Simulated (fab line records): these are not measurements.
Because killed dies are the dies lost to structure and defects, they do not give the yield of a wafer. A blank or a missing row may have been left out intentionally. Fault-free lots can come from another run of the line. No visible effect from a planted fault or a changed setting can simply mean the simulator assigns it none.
Chamber matching    flow sfq_line    cmp-02 running SFQ_TRILAYER_I0_CMP_CMP_028: 4 sister chambers
The step polishes SiO2. 8 wafers are shown with their chamber, then 7 later ones without.

## EACH WAFER AND ITS CHAMBER
wafer   chamber  motor_current_A (A)  slurry_flow_ml_min
L411.5  0        10.7                 150.3
L412.4  0        10.4                 149.9
L413.6  3        11.6                 149.5
L416.2  2        8.3                  150.0
L416.3  3        10.8                 150.1
L416.6  1        9.8                  150.1
L429.3  2        7.7                  149.2
L429.1  1        9.8                  150.4

## WAFERS WHOSE CHAMBER IS MISSING
wafer   motor_current_A (A)  slurry_flow_ml_min
L429.5  11.3                 150.7
L430.4  9.6                  150.1
L430.2  11.3                 150.3
L430.6  8.2                  149.6
L431.3  10.9                 150.6
L431.4  7.7                  149.7
L431.5  10.7                 150.8

## WHICH CHAMBER EACH ONE RAN IN
wafer   from the rows above           in truth
L429.5  can't be placed: 3 or 0 or 1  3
L430.4  can't be placed: 1 or 0       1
L430.2  can't be placed: 3 or 0       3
L430.6  2                             2
L431.3  can't be placed: 0 or 3 or 1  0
L431.4  2                             2
L431.5  can't be placed: 0 or 1 or 3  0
2 of 7 placed correctly. From these rows, 5 cannot be placed; in 5 the true chamber is one of the candidates. 0 placed wrongly.
How it was worked out, from the rows above alone: a wafer's distance from a chamber is the root of the sum, over the readings, of the square of ((its reading less the chamber's mean) divided by the reading's scatter). The wafer belongs to the nearest chamber; if the next one is less than 2 further off, it can't be placed. Each chamber's mean is taken over the wafers shown for it. The scatter is the square root of a quotient: the sum, over the shown wafers, of each reading's squared deviation from its chamber's mean, divided by wafers minus chambers.
